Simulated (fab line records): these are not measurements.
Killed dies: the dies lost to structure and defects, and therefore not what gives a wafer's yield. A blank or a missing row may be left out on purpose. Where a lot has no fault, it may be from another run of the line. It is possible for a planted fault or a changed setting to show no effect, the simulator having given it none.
fab line records	flow sky130
record: lots: 12	wafers: 36	last-day: 50
route steps=708 shown RES_PROTECT@215 LDD_HVP@286 SPACER@306 PAD_OPEN@708
lots untouched by any fault: they come from a run of this same line in which no faults occurred
start-h: hours from the record's first day to the start of the lot's first wafer shown	wait-h: hours since the lot's step before	" repeats the value in the row above	L1.1+2: a single row standing in for several wafers	- value missing, or start not given	* or withheld: withheld	< > ~ a bound
route shown NAME@n: a module of which the file shows steps, and the number in the route of the first	usual: mean/standard deviation taken from wafers without a fault	same: alike in all rows	chamber/n: place in a boat	sites: per-site readings	_std_site: standard deviation across them	_edge_site: mean of outer sites minus mean of inner sites	radius-mm: how far each site lies from the wafer's centre	mask NAME#n: copy n	behind: tool/chamber where the wafer was last shaped	hold: the reason the lot was held/the length of the hold in hours/how it ended	device: the n, p or np transistor that did not switch	end of line: at the end of the route, the tests of the same wafers	a step given without rows: its recipe and nothing more	killed: dies lost to structure and defects at the first sort, not the wafer's yield	map: per-die view of a wafer (x killed, . not killed, _ where there is no die)
set.NAME: the setting the step ran with; set.NAME@STEP: the setting that earlier step ran with	model.NAME: the simulator's own value behind a step, which no gauge read
one table for each step of the route and one row for each wafer, over a sample of lots
services: from which hour (start-h, from the record's first day; less than 0 if before it) a tool's chamber was out of use, for how many hours, and why
== steps ==
step: SKY_RES_PROTECT_TW_MEAS_08
usual: POLY_GATE_TW: 3993/38
lot.wafer	tool	chamber	start-h	wait-h	POLY_GATE_TW
L890.2	film-metro-02	-	373.00	0.1	3969
L890.3	"	-	"	"	3973
L890.5	"	-	"	"	3981
L891.1	film-metro-03	-	376.95	0.1	4067
L891.2	"	-	"	"	4033
L891.6	"	-	"	"	4040
L893.3	film-metro-03	-	393.41	0.1	4031
L893.4	"	-	"	"	4048
L893.5	"	-	"	"	4043
L897.1	film-metro-03	-	424.79	0.1	4046
L897.5	"	-	"	"	4083
L897.6	"	-	"	"	4040
L898.1	film-metro-04	-	435.20	0.1	3965
L898.3	"	-	"	"	3972
L898.4	"	-	"	"	3939
L899.1	film-metro-03	-	441.95	0.1	4058
L899.3	"	-	"	"	4034
L899.6	"	-	"	"	4022
L902.3	film-metro-02	-	472.61	0.1	3970
L902.4	"	-	"	"	3947
L902.6	"	-	"	"	3957
L905.1	film-metro-04	-	494.15	0.1	3942
L905.2	"	-	"	"	3948
L905.6	"	-	"	"	3962
L907.2	film-metro-03	-	521.75	0.1	4032
L907.3	"	-	"	"	4041
L907.6	"	-	"	"	4047
L908.1	film-metro-02	-	541.59	0.1	3991
L908.4	"	-	"	"	3985
L908.6	"	-	"	"	4012
L909.2	film-metro-02	-	547.15	0.1	3981
L909.4	"	-	"	"	3964
L909.6	"	-	"	"	3980
L910.2	film-metro-03	-	548.86	0.1	4036
L910.4	"	-	"	"	4029
L910.5	"	-	"	"	4040
step: SKY_LDD_HVP_IMPLANT_08
recipe: species: B	energy-kev: 20	dose-cm2: 1.7e+13	tilt-deg: 17.9
usual: tilt-deg: 17.898/0.021
lot.wafer	tool	chamber	start-h	wait-h	tilt-deg
L891.1	implanter-02	0	538.74	0.0	17.931
L891.2	"	0	"	"	17.894
L891.6	"	0	"	"	17.914
L890.2	implanter-04	0	539.06	0.0	17.880
L890.3	"	0	"	"	17.867
L890.5	"	0	"	"	17.856
L893.3	implanter-01	0	553.64	0.1	17.881
L893.4	"	0	"	"	17.907
L893.5	"	0	"	"	17.890
L897.1	implanter-04	0	582.68	0.0	17.922
L897.5	"	0	"	"	17.892
L897.6	"	0	"	"	17.916
L898.1	implanter-02	0	590.74	0.0	17.894
L898.3	"	0	"	"	17.887
L898.4	"	0	"	"	17.877
L899.1	implanter-02	0	599.92	0.0	17.912
L899.3	"	0	"	"	17.927
L899.6	"	0	"	"	17.938
L902.3	implanter-02	0	627.12	0.1	0.024
L902.4	"	0	"	"	0.019
L902.6	"	0	"	"	0.030
L905.1	implanter-02	0	647.38	0.0	0.007
L905.2	"	0	"	"	0.015
L905.6	"	0	"	"	-0.003
L907.2	implanter-04	0	671.60	0.0	17.931
L907.3	"	0	"	"	17.928
L907.6	"	0	"	"	17.915
L908.1	implanter-04	0	692.37	0.0	17.953
L908.4	"	0	"	"	17.939
L908.6	"	0	"	"	17.913
L909.2	implanter-04	0	695.70	0.0	17.918
L909.4	"	0	"	"	17.888
L909.6	"	0	"	"	17.915
L910.2	implanter-01	0	697.10	0.0	17.912
L910.4	"	0	"	"	17.905
L910.5	"	0	"	"	17.911
step: SKY_LDD_HVP_STRIP_09
recipe: chemistry: O2/N2	power-w: 1400	pressure-mtorr: 1500	platen-temp-c: withheld	o2-flow-sccm: 3000	n2-flow-sccm: 300	overash-fraction: 0.5
usual: chamber-pressure-mTorr: 1500.0/1.6	drypump-motor-current-A: 5.6/0.32	oes-product-au: 0.408/0.0045	strip-time-to-endpoint-s: 4.134/0.015
lot.wafer	tool	chamber	start-h	wait-h	chamber-pressure-mTorr	drypump-motor-current-A	oes-product-au	rf-hours-counter-h	strip-time-to-endpoint-s
L891.1	plasma-asher-01	1	538.89	0.1	1499.5	6.3	0.407	41	4.145
L891.2	"	0	"	"	1499.2	5.9	0.413	41	4.163
L891.6	"	1	"	"	1501.2	6.3	0.406	-	4.173
L890.2	plasma-asher-02	0	539.19	0.1	1499.3	5.5	0.404	11	4.135
L890.3	"	1	"	"	1502.2	5.4	0.403	-	4.120
L890.5	"	0	"	"	1500.5	5.5	0.405	-	4.139
L893.3	plasma-asher-02	1	553.77	0.1	1500.4	5.4	0.398	-	4.162
L893.4	"	0	"	"	1498.7	5.5	0.411	-	4.171
L893.5	"	0	"	"	1500.2	5.5	0.411	-	4.151
L897.1	plasma-asher-02	1	582.83	0.1	1500.7	5.4	0.412	15	4.147
L897.5	"	1	"	"	1499.0	5.4	0.405	-	4.148
L897.6	"	0	"	"	1500.4	5.5	0.412	-	4.136
L898.1	plasma-asher-03	0	590.89	0.1	1502.4	5.5	0.418	91	4.138
L898.3	"	0	"	"	1499.6	5.5	0.413	-	4.128
L898.4	"	1	"	"	1500.8	5.4	0.398	-	4.134
L899.1	plasma-asher-02	0	600.07	0.1	1500.4	5.5	0.405	17	4.121
L899.3	"	1	"	"	1500.3	5.4	0.406	-	4.130
L899.6	"	0	"	"	1500.2	5.5	0.413	-	4.129
L902.3	plasma-asher-03	1	627.25	0.1	1499.3	5.4	0.414	-	4.139
L902.4	"	0	"	"	1502.9	5.4	0.405	-	4.137
L902.6	"	1	"	"	1498.2	5.4	0.407	-	4.145
L905.1	plasma-asher-03	0	647.53	0.1	1501.4	5.5	0.405	97	4.097
L905.2	"	1	"	"	1498.6	5.4	0.414	97	4.127
L905.6	"	0	"	"	1498.3	5.5	0.397	-	4.147
L907.2	plasma-asher-03	1	671.73	0.1	1498.3	5.5	0.406	100	4.126
L907.3	"	1	"	"	1500.0	5.4	0.406	-	4.113
L907.6	"	0	"	"	1500.1	5.5	0.411	-	4.145
L908.1	plasma-asher-03	1	692.52	0.1	1500.8	5.4	0.415	102	4.149
L908.4	"	0	"	"	1502.4	5.5	0.410	-	4.130
L908.6	"	0	"	"	1500.6	5.4	0.411	-	4.124
L909.2	plasma-asher-01	1	695.82	0.1	1498.2	6.3	0.409	55	4.116
L909.4	"	1	"	"	1499.3	6.3	0.410	-	4.135
L909.6	"	0	"	"	1499.9	5.8	0.406	-	4.134
L910.2	plasma-asher-03	1	697.23	0.1	1501.1	5.4	0.403	103	4.147
L910.4	"	0	"	"	1501.2	5.5	0.415	-	4.130
L910.5	"	0	"	"	1500.0	5.5	0.409	-	4.122
step: SKY_LDD_HVP_TW_MEAS_10
usual: LDD_HVP_TW: 451/3.4
lot.wafer	tool	chamber	start-h	wait-h	LDD_HVP_TW
L891.1	film-metro-02	-	538.99	0.1	452
L891.2	"	-	"	"	454
L891.6	"	-	"	"	452
L890.2	film-metro-03	-	539.30	0.1	454
L890.3	"	-	"	"	455
L890.5	"	-	"	"	457
L893.3	film-metro-04	-	553.86	0.1	449
L893.4	"	-	"	"	446
L893.5	"	-	"	"	449
L897.1	film-metro-02	-	582.93	0.1	450
L897.5	"	-	"	"	450
L897.6	"	-	"	"	452
L898.1	film-metro-03	-	590.99	0.1	457
L898.3	"	-	"	"	453
L898.4	"	-	"	"	457
L899.1	film-metro-03	-	600.17	0.1	455
L899.3	"	-	"	"	457
L899.6	"	-	"	"	456
L902.3	film-metro-02	-	627.34	0.1	404
L902.4	"	-	"	"	403
L902.6	"	-	"	"	403
L905.1	film-metro-02	-	647.63	0.1	403
L905.2	"	-	"	"	404
L905.6	"	-	"	"	404
L907.2	film-metro-03	-	671.84	0.1	455
L907.3	"	-	"	"	455
L907.6	"	-	"	"	455
L908.1	film-metro-02	-	692.62	0.1	452
L908.4	"	-	"	"	450
L908.6	"	-	"	"	448
L909.2	film-metro-02	-	695.93	0.1	449
L909.4	"	-	"	"	451
L909.6	"	-	"	"	448
L910.2	film-metro-04	-	697.34	0.1	450
L910.4	"	-	"	"	449
L910.5	"	-	"	"	451
step: SKY_SPACER_ETCHBACK_02
recipe: chemistry: CH3F/O2	target: Si3N4	stop-on: SiO2	source-w: 400	bias-w: 80	pressure-mtorr: 25	ch3f-flow-sccm: 40	O2_flow_sccm: 30	time-s: 46.7	target-depth-a: 450
usual: chamber-pressure-mTorr: 25.000/0.022	drypump-motor-current-A: 6.0/0.43	oes-product-au: 0.857/0.007	throttle-valve-pct: 10.563/0.0097
lot.wafer	tool	chamber	start-h	wait-h	chamber-pressure-mTorr	drypump-motor-current-A	oes-product-au	rf-hours-counter-h	throttle-valve-pct
L890.2	rie-diel-01	2	571.78	0.0	24.993	6.5	0.857	5	10.559
L890.3	"	0	"	"	25.014	5.9	0.846	32	10.564
L890.5	"	3	"	"	25.012	5.4	0.841	-	10.552
L891.1	rie-diel-02	0	571.78	0.1	25.003	6.0	0.848	8	10.558
L891.2	"	3	"	"	25.011	5.6	0.843	4	10.567
L891.6	"	0	"	"	25.019	6.0	0.844	-	10.557
L893.3	rie-diel-01	1	584.87	0.0	24.987	6.7	0.858	68	10.567
L893.4	"	3	"	"	24.997	5.4	0.855	14	10.563
L893.5	"	0	"	"	24.989	5.9	0.860	-	10.557
L897.1	rie-diel-02	3	613.55	0.1	24.969	5.6	0.862	5	10.560
L897.5	"	1	"	"	24.985	5.3	0.863	-	10.565
L897.6	"	2	"	"	25.016	6.2	0.862	-	10.557
L898.1	rie-diel-02	3	623.02	0.1	25.015	5.6	0.866	5	10.542
L898.3	"	2	"	"	25.023	6.2	0.858	3	10.562
L898.4	"	1	"	"	25.002	5.3	0.855	6	10.585
L899.1	rie-diel-02	1	630.70	0.1	25.034	5.3	0.863	6	10.579
L899.3	"	3	"	"	24.966	5.6	0.854	5	10.555
L899.6	"	1	"	"	24.981	5.3	0.852	-	10.563
L902.3	rie-diel-02	0	658.71	0.0	25.015	6.0	0.861	10	10.562
L902.4	"	1	"	"	24.998	5.3	0.856	7	10.563
L902.6	"	3	"	"	24.983	5.6	0.862	-	10.570
L905.1	rie-diel-02	2	677.21	0.1	24.999	6.2	0.847	4	10.556
L905.2	"	1	"	"	25.014	5.3	0.851	7	10.565
L905.6	"	1	"	"	24.992	5.4	0.856	-	10.558
L907.2	rie-diel-02	3	701.39	0.0	24.980	5.6	0.860	7	10.552
L907.3	"	0	"	"	24.985	6.0	0.858	11	10.548
L907.6	"	2	"	"	24.991	6.2	0.860	-	10.570
L908.1	rie-diel-03	1	722.84	0.1	24.950	5.9	0.854	36	10.569
L908.4	"	0	"	"	24.985	6.0	0.858	8	10.568
L908.6	"	0	"	"	25.028	6.0	0.871	-	10.560
L909.2	rie-diel-01	3	724.97	0.0	24.977	5.5	0.851	17	10.566
L909.4	"	0	"	"	25.023	5.9	0.861	34	10.569
L909.6	"	0	"	"	24.986	5.9	0.860	-	10.580
L910.2	rie-diel-03	2	726.18	0.0	25.005	6.6	0.853	11	10.557
L910.4	"	1	"	"	25.017	5.9	0.852	36	10.551
L910.5	"	1	"	"	24.988	5.9	0.854	-	10.559
step: SKY_PAD_OPEN_PROBE_99
usual: killed_at_M0_to_M3: 44/7.1	killed_at_M4_up: 3.0/1.9	killed-at-contacts: 25/5.6	killed-at-front-end: 14/4.1	killed-at-other: 0.2/0.44	killed-dies: 86/9.1	killed-open: 47/7.4	killed-short: 39/5.7
same: gross-dies: 492	killed-at-back-side: 0
lot.wafer	tool	chamber	start-h	wait-h	killed_at_M0_to_M3	killed_at_M4_up	killed-at-contacts	killed-at-front-end	killed-at-other	killed-dies	killed-open	killed-short
L898.1	prober-01	-	1140.12	0.1	50	5	19	12	0	86	45	41
L898.3	prober-01	-	1140.22	0.2	52	0	31	16	1	100	50	50
L898.4	prober-01	-	1140.27	0.2	36	7	29	18	0	90	48	42
L902.3	prober-01	-	1164.28	0.2	37	1	39	11	0	88	49	39
L902.4	prober-01	-	1164.33	0.2	44	4	21	12	0	81	41	40
L902.6	prober-01	-	1164.43	0.2	35	1	22	11	0	69	37	32
L905.1	prober-01	-	1170.42	0.1	39	3	17	13	0	72	38	34
L905.2	prober-01	-	1170.47	0.1	41	4	25	11	0	81	42	39
L905.6	prober-01	-	1170.67	0.2	44	1	18	13	0	76	40	36
L907.2	prober-01	-	1184.10	0.1	37	5	25	15	1	83	46	37
L907.3	prober-01	-	1184.15	0.2	57	2	27	14	1	101	63	38
L907.6	prober-01	-	1184.30	0.2	34	5	38	9	0	86	50	36
L908.1	prober-01	-	1206.06	0.1	55	2	30	12	0	99	46	53
L908.4	prober-01	-	1206.21	0.2	42	2	24	20	0	88	49	39
L908.6	prober-01	-	1206.31	0.2	53	3	22	13	0	91	48	43
killed by level:class
L898.1 VIA2:geometric-particle:open=11 VIA1:geometric-particle:open=8 LI_CONTACT:geometric-particle:open=7 CONTACT:geometric-particle:open=7 VIA1:geometric-particle:short=6 METAL2:geometric-particle:short=5 METAL3:geometric-particle:short=4 SPACER:geometric-particle:short=4
L898.3 VIA1:geometric-particle:open=13 METAL2:geometric-particle:short=11 CONTACT:geometric-particle:open=8 LI_CONTACT:geometric-particle:open=7 VIA3:geometric-particle:open=7 LOCAL_INTERCONNECT:geometric-particle:short=6 CONTACT:geometric-particle:short=5 FIELD_ISO:geometric-particle:short=4
L898.4 LI_CONTACT:geometric-particle:open=9 CONTACT:geometric-particle:open=8 FIELD_ISO:geometric-particle:open=7 VIA1:geometric-particle:open=7 POLY_GATE:geometric-particle:short=5 METAL2:geometric-particle:short=5 CONTACT:geometric-particle:short=5 VIA2:geometric-particle:short=5
L902.3 CONTACT:geometric-particle:open=16 LI_CONTACT:geometric-particle:open=10 VIA1:geometric-particle:open=9 METAL2:geometric-particle:short=6 CONTACT:geometric-particle:short=5 VIA3:geometric-particle:open=5 FIELD_ISO:geometric-particle:open=4 LOCAL_INTERCONNECT:geometric-particle:short=4
L902.4 CONTACT:geometric-particle:open=8 METAL2:geometric-particle:short=8 METAL1:geometric-particle:short=7 VIA3:geometric-particle:open=6 VIA1:geometric-particle:short=6 VIA3:geometric-particle:short=5 FIELD_ISO:geometric-particle:open=5 VIA2:geometric-particle:open=5
L902.6 VIA1:geometric-particle:open=10 CONTACT:geometric-particle:open=8 VIA2:geometric-particle:open=6 CONTACT:geometric-particle:short=5 FIELD_ISO:geometric-particle:short=4 METAL2:geometric-particle:short=4 VIA2:geometric-particle:short=3 LI_CONTACT:geometric-particle:open=3
L905.1 CONTACT:geometric-particle:open=9 VIA1:geometric-particle:open=9 METAL1:geometric-particle:short=6 VIA3:geometric-particle:open=6 VIA2:geometric-particle:open=5 POLY_GATE:geometric-particle:short=4 FIELD_ISO:geometric-particle:short=3 CONTACT:geometric-particle:short=3
L905.2 LI_CONTACT:geometric-particle:open=11 METAL1:geometric-particle:short=11 CONTACT:geometric-particle:open=9 VIA1:geometric-particle:open=7 METAL2:geometric-particle:short=6 VIA2:geometric-particle:open=4 METAL3:geometric-particle:short=4 METAL4:geometric-particle:short=4
L905.6 VIA1:geometric-particle:open=8 VIA1:geometric-particle:short=7 CONTACT:geometric-particle:open=6 VIA2:geometric-particle:open=6 METAL2:geometric-particle:short=6 FIELD_ISO:geometric-particle:open=5 LI_CONTACT:geometric-particle:open=5 METAL1:geometric-particle:short=5
L907.2 VIA3:geometric-particle:open=9 VIA2:geometric-particle:open=8 LI_CONTACT:geometric-particle:open=7 CONTACT:geometric-particle:open=7 FIELD_ISO:geometric-particle:short=6 VIA1:geometric-particle:short=5 FIELD_ISO:geometric-particle:open=4 LI_CONTACT:geometric-particle:short=4
L907.3 CONTACT:geometric-particle:open=14 VIA1:geometric-particle:open=11 VIA2:geometric-particle:open=11 LI_CONTACT:geometric-particle:open=7 METAL2:geometric-particle:short=6 VIA3:geometric-particle:open=6 VIA3:geometric-particle:short=5 FIELD_ISO:geometric-particle:short=4
L907.6 CONTACT:geometric-particle:open=16 VIA1:geometric-particle:open=12 CONTACT:geometric-particle:short=10 FIELD_ISO:geometric-particle:open=4 LOCAL_INTERCONNECT:geometric-particle:short=4 METAL2:geometric-particle:short=4 VIA2:geometric-particle:open=4 POLY_GATE:geometric-particle:short=3
L908.1 VIA1:geometric-particle:open=16 METAL1:geometric-particle:short=9 LI_CONTACT:geometric-particle:open=8 CONTACT:geometric-particle:short=8 CONTACT:geometric-particle:open=8 VIA2:geometric-particle:short=8 LI_CONTACT:geometric-particle:short=5 METAL2:geometric-particle:short=5
L908.4 VIA1:geometric-particle:open=10 CONTACT:geometric-particle:open=8 METAL1:geometric-particle:short=7 CONTACT:geometric-particle:short=6 VIA1:geometric-particle:short=6 VIA3:geometric-particle:open=6 POLY_GATE:geometric-particle:short=5 FIELD_ISO:geometric-particle:open=4
L908.6 VIA1:geometric-particle:open=9 CONTACT:geometric-particle:open=8 VIA2:geometric-particle:open=8 CONTACT:geometric-particle:short=7 METAL2:geometric-particle:short=6 VIA3:geometric-particle:open=6 METAL1:geometric-particle:short=5 FIELD_ISO:geometric-particle:open=4
== services ==
tool	chamber	start-h	hours	kind
rie-diel-03	1	515.04	1.9	repair
rie-diel-03	2	518.88	3.2	repair
plasma-asher-01	-	535.96	2.8	pm
rie-diel-01	0	541.02	4.1	repair
rie-diel-03	0	542.79	3.9	repair
rie-diel-01	2	543.51	16.0	repair
rie-diel-01	-	545.87	1.1	repair
rie-diel-02	-	548.77	1.0	repair
rie-diel-02	1	551.71	3.1	repair
rie-diel-02	1	558.77	5.4	repair
implanter-04	-	568.72	2.2	repair
rie-diel-03	-	568.95	14.6	pm
rie-diel-03	0	585.55	9.6	repair
plasma-asher-01	-	585.82	1.7	repair
implanter-02	-	586.24	3.1	repair
plasma-asher-01	-	596.00	14.6	pm
rie-diel-01	0	609.60	13.8	repair
rie-diel-03	1	609.83	4.4	repair
rie-diel-01	-	639.48	2.8	pm
implanter-04	-	680.14	2.2	repair
plasma-asher-02	-	686.95	14.6	pm
rie-diel-01	3	695.37	4.6	repair
implanter-02	-	698.74	1.6	repair
plasma-asher-02	-	710.38	5.9	repair
== key ==
first-sign: step: SKY_LDD_HVP_IMPLANT_08	reading: tilt-deg	direction: down	sigmas: 99+	usual: *	struck: *
effect: step: SKY_LDD_HVP_TW_MEAS_10	reading: LDD_HVP_TW	direction: down	sigmas: 14	usual: 451	struck: 404
met-at SKY_LDD_HVP_IMPLANT_08
struck-lots L902,L905
tester-left-out L902,L905
not-acting-at SKY_RES_PROTECT_TW_MEAS_08,SKY_LDD_HVP_STRIP_09,SKY_SPACER_ETCHBACK_02
onset-between 599.92 627.12
fault: kind: process-parameter-drift	tool: implanter-02	chamber: -	onset-h: 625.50	steps: SKY_LDD_HVP_IMPLANT_08	channel: tilt-deg	offset: *	shape: step	end-h: 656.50	acts-in: *	stated: *
tester-left-out: of these lots the tester's yield and bins aren't shown, on N5 and GAA mostly nor the transistor test; their killed dies are dies lost to structure and defects alone, not to doping, threshold or leakage, so they don't give the yield
